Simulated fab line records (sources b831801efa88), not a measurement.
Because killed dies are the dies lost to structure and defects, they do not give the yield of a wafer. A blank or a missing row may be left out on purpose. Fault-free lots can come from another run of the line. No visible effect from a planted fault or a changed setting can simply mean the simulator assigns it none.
fab line records -- flow sky130
[record] lots = 24, wafers = 72, last_day = 50
route steps=708 shown FIELD_ISO@1 VT_ADJUST_LVTN@107 POLY_CUT@317 VIA2@510 CAP2M@606 PAD_OPEN@702
lots that met no fault: from a run of the same line without faults
start_h: start of the lot's first displayed wafer, in hours after the record's first day -- wait_h: how many hours have passed since the lot's step before this one -- " same as the row above -- L1.1+2: a single row standing in for several wafers -- - value missing, or start not given -- * or withheld: withheld -- < > ~ a bound
route shown NAME@n: NAME is a module with steps in the file, n the number in the route of the first one -- usual: average and standard deviation across the fault-free wafers -- same: alike in all rows -- chamber/n: place in a boat -- sites: each site's reading -- _std_site: standard deviation of those values -- _edge_site: outer sites' mean less inner sites' -- radius_mm: for every site, how far away it sits from the centre of the wafer -- mask NAME#n: copy n -- behind: the last tool/chamber to shape the wafer -- hold: reason for holding the lot/hours on hold/outcome of the hold -- device: which transistor (n, p or np) failed to switch -- end of line: the tests these same wafers got at the end of their route -- where a step has no rows: the recipe by itself -- killed: at the first sort, the dies lost to defects and structure; wafer yield is something else -- map: per-die view of a wafer (x killed, . not killed, _ where there is no die)
set.NAME: the setting the step ran with; set.NAME@STEP: the setting that earlier step ran with -- model.NAME: the simulator's own value behind a step, which no gauge read
steps of the route over a sample of lots; a table a step, a row a wafer
services: from which hour (start_h, from the record's first day; less than 0 if before it) a tool's chamber was out of use, for how many hours, and why
[[steps]]
[step SKY_FIELD_ISO_BOW_MEAS_00]
[recipe] mode = bow
[usual] INCOMING_BOW = -1/6.1
lot.wafer,tool,chamber,start_h,wait_h,INCOMING_BOW[um]
L074.1,film_metro-04,-,10.00,-,12
L074.2,film_metro-04,-,10.00,-,7
L074.5,film_metro-04,-,10.00,-,-4
L075.3,film_metro-02,-,15.04,-,2
L075.5,film_metro-02,-,15.04,-,0
L075.6,film_metro-02,-,15.04,-,-2
L076.1,film_metro-04,-,20.00,-,-2
L076.3,film_metro-04,-,20.00,-,0
L076.4,film_metro-04,-,20.00,-,5
L077.2,film_metro-04,-,25.02,-,7
L077.4,film_metro-04,-,25.02,-,-3
L077.6,film_metro-04,-,25.02,-,-6
L078.2,film_metro-02,-,30.02,-,-3
L078.3,film_metro-02,-,30.02,-,-3
L078.4,film_metro-02,-,30.02,-,4
L079.4,film_metro-03,-,35.06,-,14
L079.5,film_metro-03,-,35.06,-,-14
L079.6,film_metro-03,-,35.06,-,-7
L080.3,film_metro-03,-,40.04,-,5
L080.4,film_metro-03,-,40.04,-,-17
L080.6,film_metro-03,-,40.04,-,0
L081.2,film_metro-03,-,45.02,-,-4
L081.3,film_metro-03,-,45.02,-,7
L081.5,film_metro-03,-,45.02,-,8
L082.2,film_metro-03,-,50.02,-,-5
L082.4,film_metro-03,-,50.02,-,-1
L082.6,film_metro-03,-,50.02,-,5
L083.1,film_metro-04,-,55.00,-,-6
L083.3,film_metro-04,-,55.00,-,-6
L083.4,film_metro-04,-,55.00,-,-8
L084.2,film_metro-03,-,60.02,-,2
L084.3,film_metro-03,-,60.02,-,4
L084.6,film_metro-03,-,60.02,-,-7
L085.3,film_metro-04,-,65.04,-,-1
L085.4,film_metro-04,-,65.04,-,-5
L085.6,film_metro-04,-,65.04,-,-5
L086.2,film_metro-04,-,70.02,-,5
L086.5,film_metro-04,-,70.02,-,8
L086.6,film_metro-04,-,70.02,-,5
L087.1,film_metro-03,-,75.00,-,5
L087.2,film_metro-03,-,75.00,-,-4
L087.4,film_metro-03,-,75.00,-,-4
L088.1,film_metro-03,-,80.00,-,-2
L088.3,film_metro-03,-,80.00,-,-4
L088.6,film_metro-03,-,80.00,-,-5
L089.4,film_metro-02,-,85.06,-,-5
L089.5,film_metro-02,-,85.06,-,-8
L089.6,film_metro-02,-,85.06,-,3
L090.1,film_metro-03,-,90.00,-,9
L090.4,film_metro-03,-,90.00,-,-3
L090.6,film_metro-03,-,90.00,-,7
L091.4,film_metro-02,-,95.06,-,-6
L091.5,film_metro-02,-,95.06,-,7
L091.6,film_metro-02,-,95.06,-,0
L092.4,film_metro-02,-,100.06,-,3
L092.5,film_metro-02,-,100.06,-,-13
L092.6,film_metro-02,-,100.06,-,-2
L093.3,film_metro-04,-,105.04,-,-12
L093.5,film_metro-04,-,105.04,-,2
L093.6,film_metro-04,-,105.04,-,-6
L094.2,film_metro-04,-,110.02,-,-15
L094.3,film_metro-04,-,110.02,-,6
L094.4,film_metro-04,-,110.02,-,-1
L095.1,film_metro-04,-,115.00,-,3
L095.2,film_metro-04,-,115.00,-,6
L095.5,film_metro-04,-,115.00,-,-6
L096.1,film_metro-04,-,120.00,-,-9
L096.2,film_metro-04,-,120.00,-,2
L096.4,film_metro-04,-,120.00,-,-14
L097.3,film_metro-03,-,125.04,-,6
L097.4,film_metro-03,-,125.04,-,-5
L097.5,film_metro-03,-,125.04,-,-3
[step SKY_VT_ADJUST_LVTN_TW_MEAS_10]
[usual] VT_ADJUST_LVTN_TW = 241.8/1.2
lot.wafer,tool,chamber,start_h,wait_h,VT_ADJUST_LVTN_TW
L074.1,film_metro-03,-,141.87,0.1,240.1
L074.2,film_metro-03,-,141.87,0.1,240.4
L074.5,film_metro-03,-,141.87,0.1,239.6
L075.3,film_metro-01,-,142.17,0.1,240.5
L075.5,film_metro-01,-,142.17,0.1,242.0
L075.6,film_metro-01,-,142.17,0.1,242.3
L076.1,film_metro-04,-,157.48,0.1,242.3
L076.3,film_metro-04,-,157.48,0.1,242.6
L076.4,film_metro-04,-,157.48,0.1,242.4
L077.2,film_metro-03,-,159.48,0.1,242.1
L077.4,film_metro-03,-,159.48,0.1,241.1
L077.6,film_metro-03,-,159.48,0.1,242.1
L078.2,film_metro-04,-,170.78,0.1,243.4
L078.3,film_metro-04,-,170.78,0.1,242.3
L078.4,film_metro-04,-,170.78,0.1,242.9
L079.4,film_metro-01,-,183.43,0.1,240.3
L079.5,film_metro-01,-,183.43,0.1,240.5
L079.6,film_metro-01,-,183.43,0.1,239.7
L080.3,film_metro-03,-,184.49,0.1,239.5
L080.4,film_metro-03,-,184.49,0.1,240.4
L080.6,film_metro-03,-,184.49,0.1,239.4
L081.2,film_metro-04,-,193.14,0.1,242.9
L081.3,film_metro-04,-,193.14,0.1,240.2
L081.5,film_metro-04,-,193.14,0.1,242.9
L082.2,film_metro-03,-,195.94,0.1,240.2
L082.4,film_metro-03,-,195.94,0.1,240.9
L082.6,film_metro-03,-,195.94,0.1,240.3
L083.1,film_metro-04,-,197.95,0.1,242.5
L083.3,film_metro-04,-,197.95,0.1,241.5
L083.4,film_metro-04,-,197.95,0.1,241.9
L084.2,film_metro-04,-,209.79,0.1,241.1
L084.3,film_metro-04,-,209.79,0.1,240.8
L084.6,film_metro-04,-,209.79,0.1,241.7
L085.3,film_metro-04,-,217.09,0.1,242.1
L085.4,film_metro-04,-,217.09,0.1,243.9
L085.6,film_metro-04,-,217.09,0.1,242.1
L086.2,film_metro-01,-,221.63,0.1,243.0
L086.5,film_metro-01,-,221.63,0.1,243.9
L086.6,film_metro-01,-,221.63,0.1,242.4
L087.1,film_metro-04,-,230.43,0.1,243.1
L087.2,film_metro-04,-,230.43,0.1,242.5
L087.4,film_metro-04,-,230.43,0.1,243.2
L089.4,film_metro-01,-,243.90,0.1,242.2
L089.5,film_metro-01,-,243.90,0.1,242.4
L089.6,film_metro-01,-,243.90,0.1,243.4
L088.1,film_metro-04,-,244.05,0.1,242.2
L088.3,film_metro-04,-,244.05,0.1,242.6
L088.6,film_metro-04,-,244.05,0.1,242.0
L090.1,film_metro-04,-,250.13,0.1,241.4
L090.4,film_metro-04,-,250.13,0.1,243.1
L090.6,film_metro-04,-,250.13,0.1,242.3
L091.4,film_metro-04,-,255.66,0.1,241.6
L091.5,film_metro-04,-,255.66,0.1,242.3
L091.6,film_metro-04,-,255.66,0.1,241.9
L092.4,film_metro-04,-,256.78,0.1,242.4
L092.5,film_metro-04,-,256.78,0.1,243.5
L092.6,film_metro-04,-,256.78,0.1,243.0
L093.3,film_metro-03,-,269.47,0.1,238.8
L093.5,film_metro-03,-,269.47,0.1,239.9
L093.6,film_metro-03,-,269.47,0.1,239.3
L094.2,film_metro-04,-,276.88,0.1,243.1
L094.3,film_metro-04,-,276.88,0.1,242.6
L094.4,film_metro-04,-,276.88,0.1,242.6
L095.1,film_metro-03,-,278.78,0.1,241.3
L095.2,film_metro-03,-,278.78,0.1,241.2
L095.5,film_metro-03,-,278.78,0.1,241.6
L096.1,film_metro-01,-,283.58,0.1,241.3
L096.2,film_metro-01,-,283.58,0.1,241.7
L096.4,film_metro-01,-,283.58,0.1,241.9
L097.3,film_metro-01,-,295.65,0.1,241.2
L097.4,film_metro-01,-,295.65,0.1,241.9
L097.5,film_metro-01,-,295.65,0.1,240.0
[step SKY_POLY_CUT_ETCH_10]
[recipe] chemistry = N2/H2, target = BARC, ion_energy_ev = 200, source_w = 500, bias_w = 100, pressure_mtorr = 30, n2_flow_sccm = 100, h2_flow_sccm = 200, stop_on = SiO2, time_s = 45.9, target_depth_a = 600
[usual] bias_w = 100.00/0.28, drypump_motor_current_A = 5.7/0.48, oes_product_au = 0.854/0.0049, throttle_valve_pct = 13.225/0.0083
lot.wafer,tool,chamber,start_h,wait_h,bias_w,drypump_motor_current_A,oes_product_au,rf_hours_counter_h,throttle_valve_pct
L075.3,rie_diel-01,0,555.45,0.0,99.94,6.5,0.850,0,13.226
L075.5,rie_diel-01,2,555.45,0.0,100.05,6.1,0.857,-,13.225
L075.6,rie_diel-01,3,555.45,0.0,99.81,5.8,0.854,-,13.229
L074.1,rie_diel-03,0,556.64,0.0,99.66,5.1,0.853,3,13.208
L074.2,rie_diel-03,2,556.64,0.0,99.82,5.7,0.863,5,13.224
L074.5,rie_diel-03,3,556.64,0.0,99.71,5.3,0.854,-,13.230
L076.1,rie_diel-03,2,576.55,0.0,99.56,5.7,0.857,6,13.214
L076.3,rie_diel-03,3,576.55,0.0,100.11,5.3,0.851,3,13.235
L076.4,rie_diel-03,1,576.55,0.0,99.90,5.0,0.847,13,13.222
L077.2,rie_diel-03,0,580.85,0.0,100.32,5.1,0.849,4,13.216
L077.4,rie_diel-03,2,580.85,0.0,99.63,5.7,0.854,6,13.221
L077.6,rie_diel-03,2,580.85,0.0,99.73,5.7,0.849,-,13.217
L078.2,rie_diel-03,1,599.60,0.0,99.95,5.0,0.860,14,13.224
L078.3,rie_diel-03,3,599.60,0.0,100.21,5.3,0.853,3,13.227
L078.4,rie_diel-03,0,599.60,0.0,100.00,5.1,0.858,4,13.231
L080.3,rie_diel-03,3,625.05,0.0,100.06,5.2,0.853,3,13.240
L080.4,rie_diel-03,2,625.05,0.0,100.33,5.7,0.848,7,13.223
L080.6,rie_diel-03,0,625.05,0.0,99.30,5.1,0.852,-,13.232
L079.4,rie_diel-04,3,626.80,0.0,100.04,5.9,0.848,20,13.226
L079.5,rie_diel-04,3,626.80,0.0,99.77,5.8,0.859,-,13.237
L079.6,rie_diel-04,0,626.80,0.0,100.24,6.2,0.851,-,13.216
L081.2,rie_diel-03,2,630.85,0.0,100.28,5.7,0.857,7,13.242
L081.3,rie_diel-03,0,630.85,0.0,100.15,5.1,0.857,5,13.239
L081.5,rie_diel-03,2,630.85,0.0,99.96,5.7,0.854,-,13.227
L082.2,rie_diel-01,0,634.90,0.0,100.12,6.5,0.858,1,13.228
L082.4,rie_diel-01,2,634.90,0.0,99.81,6.1,0.863,13,13.222
L082.6,rie_diel-01,3,634.90,0.0,100.09,5.8,0.860,-,13.216
L083.1,rie_diel-04,0,640.25,0.0,100.16,6.2,0.858,26,13.238
L083.3,rie_diel-04,2,640.25,0.0,100.51,6.4,0.848,15,13.234
L083.4,rie_diel-04,1,640.25,0.0,100.47,5.6,0.854,2,13.210
L084.2,rie_diel-04,1,645.59,0.0,100.09,5.6,0.849,2,13.211
L084.3,rie_diel-04,2,645.59,0.0,99.89,6.4,0.839,15,13.230
L084.6,rie_diel-04,2,645.59,0.0,100.12,6.4,0.860,-,13.216
L085.3,rie_diel-01,2,663.50,0.0,99.96,6.1,0.858,14,13.228
L085.4,rie_diel-01,1,663.50,0.0,100.19,5.2,0.862,3,13.206
L085.6,rie_diel-01,1,663.50,0.0,99.77,5.2,0.850,-,13.234
L086.2,rie_diel-04,2,665.04,0.0,99.64,6.4,0.861,15,13.214
L086.5,rie_diel-04,1,665.04,0.0,99.85,5.6,0.859,-,13.219
L086.6,rie_diel-04,0,665.04,0.0,99.77,6.2,0.851,-,13.236
L087.1,rie_diel-04,0,679.00,0.0,99.79,6.2,0.845,28,13.218
L087.2,rie_diel-04,2,679.00,0.0,100.57,6.4,0.846,16,13.224
L087.4,rie_diel-04,3,679.00,0.0,99.86,5.9,0.853,21,13.219
L088.1,rie_diel-04,1,686.74,0.0,99.75,5.6,0.855,3,13.223
L088.3,rie_diel-04,3,686.74,0.0,99.95,5.9,0.849,21,13.219
L088.6,rie_diel-04,3,686.74,0.0,100.27,5.9,0.848,-,13.225
L089.4,rie_diel-01,2,688.95,0.0,100.09,6.1,0.863,14,13.228
L089.5,rie_diel-01,1,688.95,0.0,99.98,5.2,0.860,-,13.238
L089.6,rie_diel-01,2,688.95,0.0,99.94,6.1,0.846,-,13.232
L090.1,rie_diel-04,2,698.65,0.0,100.17,6.4,0.849,16,13.225
L090.4,rie_diel-04,3,698.65,0.0,100.08,5.8,0.848,22,13.233
L090.6,rie_diel-04,0,698.65,0.0,99.90,6.2,0.845,-,13.227
L091.4,rie_diel-03,1,700.59,0.0,99.84,5.0,0.855,16,13.215
L091.5,rie_diel-03,3,700.59,0.0,99.65,5.3,0.856,-,13.231
L091.6,rie_diel-03,2,700.59,0.0,99.84,5.7,0.863,-,13.215
L092.4,rie_diel-01,2,704.35,0.0,100.23,6.1,0.851,15,13.225
L092.5,rie_diel-01,0,704.35,0.0,100.08,6.5,0.854,-,13.214
L092.6,rie_diel-01,1,704.35,0.0,100.54,5.2,0.848,-,13.227
L093.3,rie_diel-01,0,716.15,0.0,100.42,6.5,0.853,3,13.219
L093.5,rie_diel-01,2,716.15,0.0,100.21,6.1,0.859,-,13.222
L093.6,rie_diel-01,1,716.15,0.0,99.78,5.2,0.855,-,13.223
L094.2,rie_diel-04,2,724.49,0.0,99.79,6.4,0.858,17,13.208
L094.3,rie_diel-04,1,724.49,0.0,100.30,5.6,0.852,4,13.222
L094.4,rie_diel-04,0,724.49,0.0,100.59,6.2,0.851,29,13.220
L095.1,rie_diel-03,1,724.55,0.0,99.33,5.0,0.849,17,13.223
L095.2,rie_diel-03,3,724.55,0.0,99.91,5.3,0.854,6,13.227
L095.5,rie_diel-03,2,724.55,0.0,99.74,5.7,0.852,-,13.220
L096.1,rie_diel-04,0,730.94,0.0,100.01,6.2,0.854,29,13.214
L096.2,rie_diel-04,2,730.94,0.0,99.78,6.4,0.853,17,13.229
L096.4,rie_diel-04,3,730.94,0.0,100.50,5.9,0.855,23,13.235
L097.3,rie_diel-03,3,744.80,0.0,100.12,5.3,0.857,7,13.221
L097.4,rie_diel-03,3,744.80,0.0,100.25,5.3,0.850,-,13.222
L097.5,rie_diel-03,0,744.80,0.0,99.96,5.1,0.858,-,13.213
[step SKY_VIA2_BOW_MEAS_03]
[recipe] mode = bow
[usual] VIA2_BOW = 84/7
lot.wafer,tool,chamber,start_h,wait_h,VIA2_BOW[um]
L075.3,film_metro-02,-,812.53,0.3,87
L075.5,film_metro-02,-,812.53,0.3,85
L075.6,film_metro-02,-,812.53,0.3,83
L074.1,film_metro-03,-,813.78,0.1,95
L074.2,film_metro-03,-,813.78,0.1,91
L074.5,film_metro-03,-,813.78,0.1,79
L076.1,film_metro-03,-,832.39,0.2,87
L076.3,film_metro-03,-,832.39,0.2,88
L076.4,film_metro-03,-,832.39,0.2,92
L077.2,film_metro-02,-,836.94,0.2,87
L077.4,film_metro-02,-,836.94,0.2,74
L077.6,film_metro-02,-,836.94,0.2,71
L078.2,film_metro-02,-,854.40,0.1,85
L078.3,film_metro-02,-,854.40,0.1,86
L078.4,film_metro-02,-,854.40,0.1,91
L080.3,film_metro-04,-,873.31,0.2,92
L080.4,film_metro-04,-,873.31,0.2,70
L080.6,film_metro-04,-,873.31,0.2,88
L079.4,film_metro-02,-,874.79,0.2,99
L079.5,film_metro-02,-,874.79,0.2,70
L079.6,film_metro-02,-,874.79,0.2,79
L081.2,film_metro-03,-,881.25,0.2,81
L081.3,film_metro-03,-,881.25,0.2,95
L081.5,film_metro-03,-,881.25,0.2,93
L082.2,film_metro-03,-,883.56,0.1,78
L082.4,film_metro-03,-,883.56,0.1,81
L082.6,film_metro-03,-,883.56,0.1,89
L083.1,film_metro-03,-,888.95,0.2,81
L083.3,film_metro-03,-,888.95,0.2,80
L083.4,film_metro-03,-,888.95,0.2,78
L084.2,film_metro-03,-,892.76,0.2,83
L084.3,film_metro-03,-,892.76,0.2,85
L084.6,film_metro-03,-,892.76,0.2,72
L085.3,film_metro-04,-,909.02,0.2,85
L085.4,film_metro-04,-,909.02,0.2,78
L085.6,film_metro-04,-,909.02,0.2,78
L086.2,film_metro-04,-,913.46,0.1,90
L086.5,film_metro-04,-,913.46,0.1,92
L086.6,film_metro-04,-,913.46,0.1,90
L087.1,film_metro-03,-,923.76,0.2,93
L087.2,film_metro-03,-,923.76,0.2,83
L087.4,film_metro-03,-,923.76,0.2,85
L088.1,film_metro-03,-,930.25,0.2,82
L088.3,film_metro-03,-,930.25,0.2,80
L088.6,film_metro-03,-,930.25,0.2,80
L089.4,film_metro-03,-,932.25,0.3,81
L089.5,film_metro-03,-,932.25,0.3,77
L089.6,film_metro-03,-,932.25,0.3,90
L090.1,film_metro-03,-,942.80,0.2,98
L090.4,film_metro-03,-,942.80,0.2,87
L090.6,film_metro-03,-,942.80,0.2,95
L091.4,film_metro-03,-,944.94,0.3,83
L091.5,film_metro-03,-,944.94,0.3,96
L091.6,film_metro-03,-,944.94,0.3,89
L092.4,film_metro-03,-,948.13,0.2,89
L092.5,film_metro-03,-,948.13,0.2,72
L092.6,film_metro-03,-,948.13,0.2,83
L093.3,film_metro-04,-,957.65,0.2,74
L093.5,film_metro-04,-,957.65,0.2,89
L093.6,film_metro-04,-,957.65,0.2,79
L094.2,film_metro-03,-,966.53,0.3,71
L094.3,film_metro-03,-,966.53,0.3,94
L094.4,film_metro-03,-,966.53,0.3,86
L095.1,film_metro-02,-,967.66,0.1,95
L095.2,film_metro-02,-,967.66,0.1,97
L095.5,film_metro-02,-,967.66,0.1,86
L096.1,film_metro-04,-,971.56,0.2,72
L096.2,film_metro-04,-,971.56,0.2,84
L096.4,film_metro-04,-,971.56,0.2,67
L097.3,film_metro-03,-,979.76,0.2,84
L097.4,film_metro-03,-,979.76,0.2,74
L097.5,film_metro-03,-,979.76,0.2,77
[step SKY_CAP2M_RS_MEAS_03]
[recipe] thk_meas_gauge = four-point-probe, reads = TiN_of_CAP2M_SPUTTER_02
[usual] CAP2M_TIN_RS = 6.87/0.073
lot.wafer,tool,chamber,start_h,wait_h,CAP2M_TIN_RS[ohm/sq]
L075.3,film_metro-01,-,921.71,0.1,6.77
L075.5,film_metro-01,-,921.71,0.1,6.85
L075.6,film_metro-01,-,921.71,0.1,6.78
L074.1,film_metro-04,-,922.88,0.1,6.89
L074.2,film_metro-04,-,922.88,0.1,6.87
L074.5,film_metro-04,-,922.88,0.1,6.90
L076.1,film_metro-03,-,938.29,0.1,6.81
L076.3,film_metro-03,-,938.29,0.1,6.96
L076.4,film_metro-03,-,938.29,0.1,6.82
L077.2,film_metro-04,-,944.73,0.1,7.01
L077.4,film_metro-04,-,944.73,0.1,7.05
L077.6,film_metro-04,-,944.73,0.1,7.00
L078.2,film_metro-03,-,958.58,0.1,6.87
L078.3,film_metro-03,-,958.58,0.1,6.78
L078.4,film_metro-03,-,958.58,0.1,6.83
L080.3,film_metro-01,-,977.82,0.1,6.93
L080.4,film_metro-01,-,977.82,0.1,6.83
L080.6,film_metro-01,-,977.82,0.1,6.89
L079.4,film_metro-04,-,978.79,0.1,6.89
L079.5,film_metro-04,-,978.79,0.1,6.89
L079.6,film_metro-04,-,978.79,0.1,6.90
L081.2,film_metro-03,-,985.30,0.1,7.05
L081.3,film_metro-03,-,985.30,0.1,6.95
L081.5,film_metro-03,-,985.30,0.1,6.95
L082.2,film_metro-03,-,987.21,0.1,6.97
L082.4,film_metro-03,-,987.21,0.1,6.94
L082.6,film_metro-03,-,987.21,0.1,6.94
L083.1,film_metro-04,-,992.28,0.1,7.01
L083.3,film_metro-04,-,992.28,0.1,7.02
L083.4,film_metro-04,-,992.28,0.1,6.95
L084.2,film_metro-03,-,996.98,0.1,6.97
L084.3,film_metro-03,-,996.98,0.1,6.92
L084.6,film_metro-03,-,996.98,0.1,6.95
L085.3,film_metro-04,-,1011.14,0.1,6.94
L085.4,film_metro-04,-,1011.14,0.1,6.87
L085.6,film_metro-04,-,1011.14,0.1,6.88
L086.2,film_metro-04,-,1017.27,0.1,6.81
L086.5,film_metro-04,-,1017.27,0.1,6.87
L086.6,film_metro-04,-,1017.27,0.1,6.80
L087.1,film_metro-03,-,1026.44,0.1,6.73
L087.2,film_metro-03,-,1026.44,0.1,6.82
L087.4,film_metro-03,-,1026.44,0.1,6.87
L088.1,film_metro-04,-,1029.59,0.1,6.86
L088.3,film_metro-04,-,1029.59,0.1,6.84
L088.6,film_metro-04,-,1029.59,0.1,6.82
L089.4,film_metro-01,-,1031.21,0.1,6.87
L089.5,film_metro-01,-,1031.21,0.1,6.90
L089.6,film_metro-01,-,1031.21,0.1,6.83
L090.1,film_metro-03,-,1043.23,0.1,6.81
L090.4,film_metro-03,-,1043.23,0.1,6.80
L090.6,film_metro-03,-,1043.23,0.1,6.81
L091.4,film_metro-03,-,1044.12,0.1,6.80
L091.5,film_metro-03,-,1044.12,0.1,6.90
L091.6,film_metro-03,-,1044.12,0.1,6.91
L092.4,film_metro-04,-,1047.36,0.1,6.85
L092.5,film_metro-04,-,1047.36,0.1,6.93
L092.6,film_metro-04,-,1047.36,0.1,6.87
L093.3,film_metro-03,-,1053.88,0.1,6.93
L093.5,film_metro-03,-,1053.88,0.1,6.89
L093.6,film_metro-03,-,1053.88,0.1,6.92
L094.2,film_metro-03,-,1063.45,0.1,6.82
L094.3,film_metro-03,-,1063.45,0.1,6.84
L094.4,film_metro-03,-,1063.45,0.1,6.73
L095.1,film_metro-03,-,1064.33,0.1,6.88
L095.2,film_metro-03,-,1064.33,0.1,6.80
L095.5,film_metro-03,-,1064.33,0.1,6.76
L096.1,film_metro-04,-,1067.08,0.1,6.84
L096.2,film_metro-04,-,1067.08,0.1,6.79
L096.4,film_metro-04,-,1067.08,0.1,6.70
L097.3,film_metro-01,-,1073.54,0.1,6.71
L097.4,film_metro-01,-,1073.54,0.1,6.78
L097.5,film_metro-01,-,1073.54,0.1,6.78
[step SKY_PAD_OPEN_STRIP_08]
[recipe] chemistry = O2/N2, power_w = 1400, pressure_mtorr = 1500, platen_temp_c = withheld, overash_fraction = 0.7, o2_flow_sccm = 3000, n2_flow_sccm = 300
[usual] drypump_motor_current_A = 5.7/0.6, oes_product_au = 0.662/0.0047, strip_time_to_endpoint_s = 37.07/0.095
[same] overash_fraction = 0.7
lot.wafer,tool,chamber,start_h,wait_h,drypump_motor_current_A,oes_product_au,rf_hours_counter_h,strip_time_to_endpoint_s
L075.3,plasma_asher-03,1,1063.09,0.1,6.0,0.667,-,37.16
L075.5,plasma_asher-03,1,1063.09,0.1,6.0,0.655,-,37.19
L075.6,plasma_asher-03,0,1063.09,0.1,5.0,0.655,-,37.07
L074.1,plasma_asher-02,1,1068.12,0.1,6.6,0.672,0,37.05
L074.2,plasma_asher-02,0,1068.12,0.1,5.3,0.667,0,37.19
L074.5,plasma_asher-02,1,1068.12,0.1,6.6,0.666,-,37.06
L076.1,plasma_asher-03,0,1078.20,0.1,5.0,0.652,94,37.08
L076.3,plasma_asher-03,0,1078.20,0.1,4.9,0.654,-,37.17
L076.4,plasma_asher-03,1,1078.20,0.1,6.0,0.665,-,37.25
L077.2,plasma_asher-02,1,1082.47,0.1,6.6,0.663,2,37.05
L077.4,plasma_asher-02,0,1082.47,0.1,5.3,0.663,-,36.98
L077.6,plasma_asher-02,0,1082.47,0.1,5.3,0.660,-,37.12
L078.2,plasma_asher-03,0,1095.00,0.1,5.0,0.661,96,37.07
L078.3,plasma_asher-03,0,1095.00,0.1,5.0,0.664,-,37.16
L078.4,plasma_asher-03,1,1095.00,0.1,6.0,0.659,-,37.09
L080.3,plasma_asher-01,0,1109.69,0.1,5.6,0.665,-,37.00
L080.4,plasma_asher-01,1,1109.69,0.1,6.4,0.660,-,37.04
L080.6,plasma_asher-01,0,1109.69,0.1,5.6,0.667,-,37.08
L079.4,plasma_asher-03,0,1111.64,0.1,5.0,0.661,-,36.91
L079.5,plasma_asher-03,1,1111.64,0.1,6.0,0.663,-,36.93
L079.6,plasma_asher-03,0,1111.64,0.1,5.0,0.662,-,36.95
L081.2,plasma_asher-01,1,1115.85,0.1,6.4,0.660,67,37.12
L081.3,plasma_asher-01,0,1115.85,0.1,5.6,0.653,-,37.12
L081.5,plasma_asher-01,1,1115.85,0.1,6.5,0.650,-,37.06
L082.2,plasma_asher-02,1,1118.42,0.1,6.6,0.660,5,37.26
L082.4,plasma_asher-02,1,1118.42,0.1,6.6,0.664,-,37.15
L082.6,plasma_asher-02,0,1118.42,0.1,5.3,0.667,-,37.23
L083.1,plasma_asher-03,1,1123.80,0.1,6.0,0.664,99,37.04
L083.3,plasma_asher-03,0,1123.80,0.1,5.0,0.663,-,37.01
L083.4,plasma_asher-03,1,1123.80,0.1,6.0,0.661,-,37.12
L084.2,plasma_asher-01,0,1126.90,0.1,5.6,0.662,68,37.15
L084.3,plasma_asher-01,0,1126.90,0.1,5.7,0.667,-,37.13
L084.6,plasma_asher-01,0,1126.90,0.1,5.6,0.657,-,37.21
L085.3,plasma_asher-02,0,1139.41,0.1,5.3,0.664,-,37.15
L085.4,plasma_asher-02,1,1139.41,0.1,6.6,0.664,-,37.05
L085.6,plasma_asher-02,0,1139.41,0.1,5.3,0.664,-,37.03
L086.2,plasma_asher-02,0,1145.55,0.1,5.3,0.656,7,37.15
L086.5,plasma_asher-02,0,1145.55,0.1,5.3,0.664,-,37.11
L086.6,plasma_asher-02,1,1145.55,0.1,6.6,0.660,-,37.25
L087.1,plasma_asher-01,1,1149.65,0.1,6.4,0.661,71,37.16
L087.2,plasma_asher-01,0,1149.65,0.1,5.6,0.669,71,37.13
L087.4,plasma_asher-01,1,1149.65,0.1,6.4,0.660,-,36.97
L088.1,plasma_asher-03,1,1152.50,0.1,6.0,0.663,102,37.28
L088.3,plasma_asher-03,1,1152.50,0.1,6.0,0.665,-,37.19
L088.6,plasma_asher-03,1,1152.50,0.1,5.9,0.665,-,37.08
L089.4,plasma_asher-03,1,1153.01,0.1,6.0,0.656,-,36.94
L089.5,plasma_asher-03,1,1153.01,0.1,6.0,0.661,-,36.92
L089.6,plasma_asher-03,0,1153.01,0.1,5.0,0.657,-,36.97
L090.1,plasma_asher-03,1,1166.52,0.1,6.0,0.659,103,37.10
L090.4,plasma_asher-03,0,1166.52,0.1,5.0,0.663,-,37.04
L090.6,plasma_asher-03,1,1166.52,0.1,6.0,0.656,-,37.03
L091.4,plasma_asher-02,0,1166.91,0.1,5.3,0.659,-,36.94
L091.5,plasma_asher-02,1,1166.91,0.1,6.6,0.657,-,37.03
L091.6,plasma_asher-02,0,1166.91,0.1,5.3,0.656,-,36.86
L092.4,plasma_asher-02,0,1169.13,0.1,5.3,0.665,-,37.11
L092.5,plasma_asher-02,1,1169.13,0.1,6.6,0.661,-,37.14
L092.6,plasma_asher-02,0,1169.13,0.1,5.3,0.669,-,36.98
L093.3,plasma_asher-03,0,1171.04,0.1,5.0,0.658,-,36.98
L093.5,plasma_asher-03,0,1171.04,0.1,5.0,0.655,-,36.89
L093.6,plasma_asher-03,1,1171.04,0.1,6.0,0.659,-,36.94
L094.2,plasma_asher-03,1,1179.85,0.1,5.9,0.666,105,37.13
L094.3,plasma_asher-03,0,1179.85,0.1,5.0,0.661,-,37.10
L094.4,plasma_asher-03,1,1179.85,0.1,5.9,0.662,-,37.15
L095.1,plasma_asher-01,0,1180.40,0.1,5.6,0.661,74,36.99
L095.2,plasma_asher-01,1,1180.40,0.1,6.5,0.666,74,37.06
L095.5,plasma_asher-01,1,1180.40,0.1,6.4,0.661,-,37.01
L096.1,plasma_asher-03,0,1182.32,0.1,5.0,0.662,105,37.08
L096.2,plasma_asher-03,1,1182.32,0.1,6.0,0.662,105,37.05
L096.4,plasma_asher-03,1,1182.32,0.1,6.0,0.665,-,37.11
L097.3,plasma_asher-03,1,1186.06,0.1,6.0,0.658,-,36.96
L097.4,plasma_asher-03,0,1186.06,0.1,4.9,0.654,-,36.90
L097.5,plasma_asher-03,0,1186.06,0.1,5.0,0.668,-,36.88
[[services]]
tool,chamber,start_h,hours,kind
plasma_asher-03,-,556.93,2.8,pm
rie_diel-04,3,630.77,3.3,repair
plasma_asher-03,-,689.29,3.5,repair
rie_diel-03,3,705.84,4.0,repair
rie_diel-03,2,725.01,27.3,repair
rie_diel-04,-,741.66,2.3,repair
plasma_asher-03,-,824.46,3.4,repair
rie_diel-04,-,827.82,2.8,pm
rie_diel-04,0,841.64,2.7,repair
plasma_asher-03,-,846.38,1.5,repair
rie_diel-04,2,854.04,5.2,repair
rie_diel-04,0,859.90,2.7,repair
rie_diel-04,3,869.59,3.9,repair
rie_diel-04,2,870.72,9.8,repair
plasma_asher-03,-,922.27,4.3,repair
plasma_asher-03,-,971.75,1.3,repair
rie_diel-04,1,977.20,12.6,repair
rie_diel-04,0,1023.74,5.2,repair
rie_diel-04,1,1023.78,3.1,repair
rie_diel-04,3,1025.78,16.8,repair
rie_diel-04,-,1027.62,0.3,repair
rie_diel-03,2,1057.57,4.4,repair
rie_diel-03,2,1084.87,6.1,repair
rie_diel-03,3,1085.55,10.7,repair
[[key]]
fault none
